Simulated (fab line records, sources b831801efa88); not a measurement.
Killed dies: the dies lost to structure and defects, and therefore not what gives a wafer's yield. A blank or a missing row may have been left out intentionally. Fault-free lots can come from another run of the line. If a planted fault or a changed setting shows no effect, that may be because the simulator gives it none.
What tool caused it? | flow gf180mcu | Sampling: 13 lots, 39 wafers, 5 of 602 route steps

== WHAT EACH GAUGE READ, for each wafer ==
GF_MVPSD_OVL_MEAS_07. Usual: for MVPSD_OVL the level is -0.8 nm and the standard deviation is 1.3.
lot  | measured     | on         | MVPSD_OVL (nm) | flag
L821 | day 5 06:16  | overlay-01 | -0.9 0.2 -0.5  |
L822 | day 5 10:14  | overlay-01 | 2.8 1.9 0.2    |
L824 | day 6 02:14  | overlay-02 | -0.7 -1.3 -0.1 |
L826 | day 6 07:53  | overlay-02 | 0.3 -1.2 -0.2  |
L829 | day 6 22:38  | overlay-02 | -1.1 -1.6 -0.1 |
L832 | day 7 19:05  | overlay-01 | 0.5 -1.2 0.9   |
L833 | day 8 02:08  | overlay-01 | -3.2 -1.1 -2.8 |
L836 | day 8 19:47  | overlay-02 | -1.6 -2.3 1.1  |
L837 | day 9 02:11  | overlay-01 | 2.4 -0.5 0.2   |
L839 | day 9 13:08  | overlay-01 | -0.3 -0.1 0.7  |
L841 | day 9 21:26  | overlay-01 | -2.9 -2.0 -1.0 |
L843 | day 10 11:41 | overlay-01 | -2.0 -0.6 -1.2 |
L844 | day 10 17:47 | overlay-02 | -2.4 -1.1 -0.7 |

GF_POLY_GATE_THK_MEAS_01. Usual: for POLY_GATE_CVD_00_THK the level is 200.1 nm and the standard deviation is 1.8.
lot  | measured     | on            | POLY_GATE_CVD_00_THK (nm) | flag
L821 | day 8 17:16  | film-metro-04 | 199.9 201.0 199.2         |
L822 | day 9 00:55  | film-metro-04 | 200.8 202.2 202.3         |
L824 | day 9 17:26  | film-metro-01 | 201.4 202.7 201.7         |
L826 | day 9 22:46  | film-metro-01 | 197.3 198.4 197.8         |
L829 | day 10 16:19 | film-metro-01 | 198.5 197.5 200.2         |
L832 | day 11 15:40 | film-metro-01 | 202.6 201.4 202.3         |
L833 | day 12 01:22 | film-metro-02 | 200.5 201.8 199.9         |
L836 | day 12 22:43 | film-metro-02 | 201.0 199.8 199.7         |
L837 | day 13 04:22 | film-metro-02 | 200.4 200.6 201.8         |
L839 | day 13 18:46 | film-metro-04 | 200.2 198.8 200.3         |
L841 | day 14 04:08 | film-metro-01 | 196.9 198.2 197.4         |
L843 | day 14 19:32 | film-metro-02 | 200.3 200.6 200.9         |
L844 | day 15 02:50 | film-metro-02 | 202.1 201.5 201.2         |

GF_POLY_GATE_CD_MEAS_10: target cd 280 nm. Usual: cd-nm 279.8 nm, standard deviation 1.1.
lot  | measured     | on        | cd-nm (nm)        | flag
L821 | day 9 09:46  | cd-sem-02 | 279.3 278.4 278.4 |
L822 | day 9 18:16  | cd-sem-02 | 278.5 279.6 279.9 |
L824 | day 10 10:41 | cd-sem-01 | 281.7 281.0 280.8 |
L826 | day 10 16:51 | cd-sem-02 | 278.9 278.7 278.0 |
L829 | day 11 10:39 | cd-sem-01 | 281.1 279.7 279.1 |
L832 | day 12 10:46 | cd-sem-01 | 280.0 280.2 279.3 |
L833 | day 12 20:23 | cd-sem-01 | 279.5 281.3 280.6 |
L836 | day 13 18:35 | cd-sem-01 | 321.5 321.3 321.8 | OFF
L837 | day 14 00:59 | cd-sem-01 | 280.7 277.7 280.4 |
L839 | day 14 15:49 | cd-sem-02 | 278.1 279.0 279.5 |
L841 | day 15 00:53 | cd-sem-02 | 280.7 277.8 278.2 |
L843 | day 15 16:54 | cd-sem-02 | 281.1 281.0 281.4 |
L844 | day 16 00:11 | cd-sem-01 | 278.4 278.9 278.9 |

GF_POLY_GATE_OVL_MEAS_11. Usual: for POLY_GATE_OVL the level is -3 nm and the standard deviation is 6.6.
lot  | measured     | on         | POLY_GATE_OVL (nm) | flag
L821 | day 9 09:53  | overlay-01 | 5 -1 -2            |
L822 | day 9 18:23  | overlay-01 | -9 -12 -15         |
L824 | day 10 10:46 | overlay-02 | 2 -7 7             |
L826 | day 10 16:56 | overlay-01 | 7 -3 8             |
L829 | day 11 10:44 | overlay-01 | 4 -1 3             |
L832 | day 12 10:52 | overlay-01 | 5 0 2              |
L833 | day 12 20:28 | overlay-01 | 2 3 -3             |
L836 | day 13 18:41 | overlay-02 | 2 -13 -6           |
L837 | day 14 01:06 | overlay-02 | -21 -8 -7          |
L839 | day 14 15:54 | overlay-01 | -12 -9 -5          |
L841 | day 15 01:00 | overlay-01 | -17 -7 -10         |
L843 | day 15 17:01 | overlay-02 | -3 -3 3            |
L844 | day 16 00:18 | overlay-01 | -5 -16 -12         |

== TOOL THAT RAN EACH LOT (tool first, then ch and the chambers of the sampled wafers, then the start) ==
lot  | GF_POLY_GATE_EXPOSE_07
L821 | krf-scanner-01 ch 0, day 9 01:29
L822 | krf-scanner-02 ch 0, day 9 09:32
L824 | krf-scanner-01 ch 0, day 10 02:00
L826 | krf-scanner-01 ch 0, day 10 07:38
L829 | krf-scanner-01 ch 0, day 11 01:39
L832 | krf-scanner-01 ch 0, day 12 01:17
L833 | krf-scanner-01 ch 0, day 12 11:17
L836 | krf-scanner-02 ch 0, day 13 08:40
L837 | krf-scanner-02 ch 0, day 13 14:32
L839 | krf-scanner-02 ch 0, day 14 05:09
L841 | krf-scanner-02 ch 0, day 14 14:31
L843 | krf-scanner-02 ch 0, day 15 06:17
L844 | krf-scanner-02 ch 0, day 15 13:36
- GF_POLY_GATE_EXPOSE_07: exposes mask Poly2, target cd 280 nm.

== AS READ BY THE TOOLS THEMSELVES (means over the sampled wafers that have a number; for cases with no such wafer, the mark the record gives instead) ==
GF_POLY_GATE_EXPOSE_07. Usual: exposure-dose-mJ-cm2 28.06, standard deviation 0.071.
lot  | tool           | exposure-dose-mJ-cm2 | flag
L821 | krf-scanner-01 | 28.04                |
L822 | krf-scanner-02 | 28.14                |
L824 | krf-scanner-01 | 28.02                |
L826 | krf-scanner-01 | 28.00                |
L829 | krf-scanner-01 | 27.98                |
L832 | krf-scanner-01 | 27.93                |
L833 | krf-scanner-01 | 28.01                |
L836 | krf-scanner-02 | 28.17                |
L837 | krf-scanner-02 | 28.09                |
L839 | krf-scanner-02 | 28.13                |
L841 | krf-scanner-02 | 28.14                |
L843 | krf-scanner-02 | 28.12                |
L844 | krf-scanner-02 | 28.12                |

== THE ANSWER, worked out from the rows above alone ==
Rule: lot off if the mean of its wafers having a number is beyond 3 standard deviations from the usual mean. A lot without any number at a reading at which 4 lots or more have one is off too. Any other lot the step has rows for is counted as sound. Order of review: gauges by route order, followed by the tools' own readings, for which a lot's mean as printed above is used. The first step at which some lot is off is used, and at that step the reading that is off furthest; a lot without a number counts as furthest.
Off: L836 (GF_POLY_GATE_CD_MEAS_10, cd-nm).
A tool fits if, at a process step before that reading, it ran every lot that is off, and no sound lot after the first of them. The gauges at GF_POLY_GATE_CD_MEAS_10 are tried like those tools. No candidate that was tried fits.

== WHAT HAD BEEN PUT IN BY THE SIMULATOR ==
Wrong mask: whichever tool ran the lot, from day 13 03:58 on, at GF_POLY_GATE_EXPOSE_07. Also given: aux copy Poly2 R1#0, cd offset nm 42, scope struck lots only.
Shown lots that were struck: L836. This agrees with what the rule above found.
